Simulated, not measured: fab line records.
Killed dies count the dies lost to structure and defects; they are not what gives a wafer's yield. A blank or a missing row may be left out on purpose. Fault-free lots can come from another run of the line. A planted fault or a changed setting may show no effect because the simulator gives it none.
fab line records | flow sfqLine
record: lots: 6 wafers: 18 lastDay: 96
route steps=325 shown M4@148
lots that met no fault: from a run of the same line without faults
startH: start of the lot's first displayed wafer, in hours after the record's first day | waitH: hours elapsed since this lot's preceding step | " unchanged from the row above | L1.1+2: a row that stands for several wafers | - either no value or no given start | * or withheld: withheld | < > ~ a bound
route shown NAME@n: a module of which the file shows steps, and the number in the route of the first | usual: mean/standard deviation of fault-free wafers | same: alike in all rows | chamber/n: place in a boat | sites: readings site by site | _std_site: their standard deviation | _edge_site: the outer-site mean with the inner-site mean subtracted | radiusMm: for every site, how far away it sits from the centre of the wafer | mask NAME#n: copy n | behind: the most recent tool/chamber to have shaped the wafer | hold: the reason the lot was held/the length of the hold in hours/how it ended | device: names the non-switching transistor (n, p or np) | end of line: tests run on the same wafers once the route is complete | a step with no rows: only its recipe | killed: at the first sort, the dies lost to defects and structure; wafer yield is something else | map: a wafer's dies, marking killed ones x, the rest . and places with no die _
set.NAME: the run value of the setting; set.NAME@STEP: its run value at that earlier step | model.NAME: the simulator's own value behind a step, which no gauge read
lots at selected steps of the route; one table per step, one row per wafer
services: when a tool's chamber went out of use (startH, in hours from the record's first day, below 0 if earlier), for how many hours, and the reason
== steps ==
step: SFQ_TRILAYER_M4_DEP_PRE_CLEAN_092
recipe: gas: Ar timeS: 22.5 biasV: 250
step: SFQ_TRILAYER_M4_DEP_SPUTTER_091
recipe: material: Nb basePressurePa: 1.33e-06 chamberPressurePa: 0.1333 substrateTempC: 20 resputterCathodeVoltageV: 400 targetThkNm: 200 powerW: 2000 timeS: 133.3
usual: resputterCathodeVoltageV: 400/4 substrateTempC: 20.01/0.11 throttleValvePct: 29.7/1.1
columns lot.wafer tool chamber startH waitH resputterCathodeVoltageV substrateTempC throttleValvePct
L822.2 pvdSputter-03 - 1034.38 0.0 398 19.94 29.5
L822.3 " - " " 402 20.01 29.4
L822.4 " - " " 393 19.96 30.3
L835.3 pvdSputter-03 - 1280.48 0.0 399 19.98 29.5
L835.5 " - " " 402 19.78 29.5
L835.6 " - " " 403 19.97 30.2
L837.2 pvdSputter-05 - 1287.56 0.0 406 19.99 30.6
L837.3 " - " " 402 19.99 30.7
L837.6 " - " " 405 20.00 30.9
L842.1 pvdSputter-05 - 1355.14 0.0 402 19.95 27.8
L842.2 " - " " 392 19.92 31.0
L842.4 " - " " 401 19.92 30.6
L843.1 pvdSputter-05 - 1363.26 0.0 400 20.18 28.2
L843.3 " - " " 400 19.86 30.7
L843.5 " - " " 405 20.03 28.3
L844.1 pvdSputter-05 - 1371.05 0.0 399 20.09 28.3
L844.2 " - " " 398 19.98 30.8
L844.3 " - " " 402 20.06 29.1
step: SFQ_M4_RS_MEAS_924
recipe: thkMeasGauge: four-point-probe reads: Nb_of_TRILAYER_M4_DEP_SPUTTER_091
usual: M4_NB_RS: 0.891/0.0088
columns lot.wafer tool chamber startH waitH M4_NB_RS[ohm/sq]
L822.2 filmMetro-04 - 1034.49 0.1 0.879
L822.3 " - " " 0.888
L822.4 " - " " 0.884
L835.3 filmMetro-04 - 1280.61 0.1 0.883
L835.5 " - " " 0.886
L835.6 " - " " 0.888
L837.2 filmMetro-02 - 1287.67 0.1 0.896
L837.3 " - " " 0.900
L837.6 " - " " 0.903
L842.1 filmMetro-01 - 1355.23 0.0 0.900
L842.2 " - " " 0.890
L842.4 " - " " 0.887
L843.1 filmMetro-01 - 1363.35 0.0 0.895
L843.3 " - " " 0.886
L843.5 " - " " 0.892
L844.1 filmMetro-04 - 1371.14 0.0 0.900
L844.2 " - " " 0.898
L844.3 " - " " 0.904
step: SFQ_TRILAYER_M4_LITHO_COAT_098
recipe: resist: BARC spinRpm: 3063 resistThkNm: 62
step: SFQ_TRILAYER_M4_LITHO_COAT_093
recipe: resist: KrF spinRpm: 3000 resistThkNm: 600
step: SFQ_TRILAYER_M4_LITHO_SOFTBAKE_097
recipe: tempC: withheld timeS: withheld resist: KrF
step: SFQ_TRILAYER_M4_LITHO_EXPOSE_094
recipe: maskId: M4 na: 0.6 sourceShape: conventional sigmaOuter: 0.65 targetCdNm: 500 doseMj: 14.4
step: SFQ_TRILAYER_M4_LITHO_PEB_096
recipe: pebTempC: 115 pebTimeS: 60 resist: KrF
step: SFQ_TRILAYER_M4_LITHO_DEVELOP_095
recipe: timeS: 60 resist: KrF
step: SFQ_M4_OVL_MEAS_926
usual: M4_OVL: 1/4.5
columns lot.wafer tool chamber startH waitH M4_OVL[nm]
L822.2 overlay-02 - 1040.49 0.1 6
L822.3 " - " " 5
L822.4 " - " " 5
L835.3 overlay-02 - 1416.49 0.1 1
L835.5 " - " " 4
L835.6 " - " " 5
L837.2 overlay-01 - 1423.68 0.1 1
L837.3 " - " " 1
L837.6 " - " " 1
L842.1 overlay-01 - 1489.97 0.1 -3
L842.2 " - " " 4
L842.4 " - " " 1
L843.1 overlay-01 - 1497.17 0.1 -3
L843.3 " - " " -1
L843.5 " - " " 3
L844.1 overlay-01 - 1501.97 0.1 1
L844.2 " - " " 1
L844.3 " - " " 8
step: SFQ_TRILAYER_M4_BARC_OPEN_METAL_ETCH_123
recipe: maskMaterial: PR chemistry: O2 targetDepthNm: 125 target: BARC icpW: 600 biasW: 80 pressureMtorr: 10 timeS: 41.7
usual: drypumpMotorCurrentA: 6.0/0.32 oesProductAu: 0.682/0.0048 rfFwdPowerW: 593.5/2
columns lot.wafer tool chamber startH waitH drypumpMotorCurrentA oesProductAu rfFwdPowerW rfHoursCounterH
L822.2 rieMetal-04 0 1040.52 0.0 5.7 0.680 592.8 113
L822.3 " 1 " " 6.4 0.679 591.8 -
L822.4 " 0 " " 5.7 0.680 593.1 -
L835.3 rieMetal-03 1 1416.56 0.1 5.8 0.679 591.8 -
L835.5 " 1 " " 5.8 0.679 593.0 -
L835.6 " 1 " " 5.8 0.678 593.6 -
L837.2 rieMetal-03 1 1423.73 0.0 5.8 0.675 591.7 -
L837.3 " 1 " " 5.8 0.689 592.2 -
L837.6 " 1 " " 5.8 0.687 591.1 -
L842.1 rieMetal-03 0 1490.01 0.0 6.3 0.685 597.1 7
L842.2 " 1 " " 5.8 0.687 595.2 90
L842.4 " 1 " " 5.8 0.689 594.8 -
L843.1 rieMetal-03 1 1497.21 0.0 5.8 0.682 593.4 91
L843.3 " 1 " " 5.8 0.688 596.1 -
L843.5 " 1 " " 5.8 0.679 595.3 -
L844.1 rieMetal-03 0 1502.01 0.0 6.3 0.681 594.7 9
L844.2 " 1 " " 5.9 0.686 592.2 92
L844.3 " 1 " " 5.8 0.686 592.9 -
step: SFQ_TRILAYER_M4_ETCH_METAL_ETCH_096
recipe: target: Nb stopOn: SiO2 maskMaterial: PR chemistry: Cl2/Ar targetDepthNm: 240 icpW: 600 biasW: 80 pressureMtorr: 10 timeS: 120
usual: drypumpMotorCurrentA: 6.0/0.31 oesProductAu: 0.894/0.0067 rfFwdPowerW: 597.4/1.8
columns lot.wafer tool chamber startH waitH drypumpMotorCurrentA oesProductAu rfFwdPowerW rfHoursCounterH model.KrF_of_TRILAYER_M4_LITHO_COAT_093.thkNm model.M4.featureDepthNm model.SiO2_of_TRILAYER_I3_DEP_PECVD_081.thkNm
L822.2 rieMetal-04 0 1040.58 0.0 5.7 0.901 596.9 113 386.1 202.8 192.5
L822.3 " 1 " " 6.3 0.898 594.0 - 384.9 200.9 191.2
L822.4 " 0 " " 5.7 0.897 596.6 - 383.7 201.8 190.9
L835.3 rieMetal-03 1 1416.78 0.2 5.8 0.899 690.9 - 364 204.5 187.3
L835.5 " 1 " " 5.8 0.900 692.9 - 359.9 204.4 187.8
L835.6 " 1 " " 5.8 0.900 690.5 - 363.8 203.4 187.1
L837.2 rieMetal-03 1 1423.87 0.1 5.8 0.889 694.9 - 364.2 202.1 189.6
L837.3 " 1 " " 5.8 0.888 692.2 - 363.3 201.4 190.3
L837.6 " 1 " " 5.8 0.888 693.0 - 364.5 200.9 189.6
L842.1 rieMetal-03 0 1490.07 0.0 6.3 0.891 598.1 7 385.3 197.4 189.9
L842.2 " 1 " " 5.8 0.904 597.0 90 385.7 199.9 190.6
L842.4 " 1 " " 5.8 0.900 595.2 - 385.3 200.6 189.7
L843.1 rieMetal-03 1 1497.27 0.0 5.8 0.902 594.2 91 388.6 198.5 190.8
L843.3 " 1 " " 5.8 0.888 597.1 - 387.1 200.9 190.2
L843.5 " 1 " " 5.8 0.887 594.9 - 385.7 199.2 192
L844.1 rieMetal-03 0 1502.07 0.0 6.3 0.890 597.9 9 385.4 197.6 192.5
L844.2 " 1 " " 5.8 0.883 596.1 92 384.9 198 190.1
L844.3 " 1 " " 5.8 0.890 597.1 - 384.9 196.8 191.5
step: SFQ_TRILAYER_M4_STRIP_STRIP_097
recipe: gas: O2 powerW: 200 platenTempC: 40 overashFraction: 0.65 chemistry: O2 pressureMtorr: 50
usual: drypumpMotorCurrentA: 5.9/0.32 oesProductAu: 0.996/0.0065
columns lot.wafer tool chamber startH waitH drypumpMotorCurrentA oesProductAu rfHoursCounterH
L822.2 rieMetal-04 0 1040.71 0.1 5.7 0.989 113
L822.3 " 1 " " 6.4 0.997 -
L822.4 " 0 " " 5.7 0.979 -
L835.3 rieMetal-03 1 1417.54 0.7 5.8 0.989 -
L835.5 " 1 " " 5.8 1.000 -
L835.6 " 1 " " 5.8 0.991 -
L837.2 rieMetal-03 1 1424.28 0.4 5.8 0.997 -
L837.3 " 1 " " 5.8 1.005 -
L837.6 " 1 " " 5.8 0.995 -
L842.1 rieMetal-03 0 1490.20 0.1 6.4 0.991 7
L842.2 " 1 " " 5.8 0.992 90
L842.4 " 1 " " 5.8 0.985 -
L843.1 rieMetal-03 1 1497.40 0.1 5.8 0.990 92
L843.3 " 1 " " 5.8 0.997 -
L843.5 " 1 " " 5.8 0.997 -
L844.1 rieMetal-03 0 1502.20 0.1 6.3 1.008 9
L844.2 " 1 " " 5.8 0.996 93
L844.3 " 1 " " 5.8 0.992 -
== services ==
columns tool chamber startH hours kind
pvdSputter-05 0 1021.01 - consumableReplace:kit
pvdSputter-05 0 1021.01 18.0 scheduledDown
pvdSputter-05 0 1021.01 18.0 ventCycle
rieMetal-03 - 1047.43 14.0 repair
rieMetal-04 0 1073.56 - clean
rieMetal-04 0 1073.56 35.8 scheduledDown
rieMetal-04 0 1073.56 35.8 ventCycle
rieMetal-03 0 1185.84 1.7 repair
rieMetal-03 - 1190.64 2.8 pm
rieMetal-03 - 1244.11 5.7 repair
rieMetal-04 1 1249.74 12.6 repair
rieMetal-04 - 1315.15 28.1 pm
pvdSputter-05 - 1343.13 7.3 repair
pvdSputter-03 1 1355.66 - consumableReplace:kit
rieMetal-03 - 1379.84 1.4 pm
rieMetal-04 1 1399.53 - clean
rieMetal-04 1 1399.53 - consumableReplace:focusRing
rieMetal-04 1 1399.53 16.6 scheduledDown
rieMetal-04 1 1399.53 16.6 ventCycle
rieMetal-03 0 1411.34 - clean
rieMetal-03 0 1411.34 - consumableReplace:focusRing
rieMetal-03 0 1411.34 16.0 scheduledDown
rieMetal-03 0 1411.34 16.0 ventCycle
pvdSputter-05 - 1411.94 4.3 repair
== key ==
firstSign: step: SFQ_TRILAYER_M4_ETCH_METAL_ETCH_096 reading: rfFwdPowerW direction: up sigmas: 53 usual: 597.4 struck: 692.4
effect none on later readings
modelEffect: step: SFQ_TRILAYER_M4_ETCH_METAL_ETCH_096 value: KrF_of_TRILAYER_M4_LITHO_COAT_093.thkNm without: 382.6 struck: 363.3
metAt SFQ_TRILAYER_M4_ETCH_METAL_ETCH_096
struckWafers L835.3,L835.5,L835.6,L837.2,L837.3,L837.6
fault: kind: processParameterDrift tool: rieMetal-03 chamber: - onsetH: 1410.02 steps: SFQ_TRILAYER_M4_ETCH_METAL_ETCH_096 channel: icpW offset: 96 shape: step endH: 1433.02 actsIn: theseRecipesOnly stated: 600
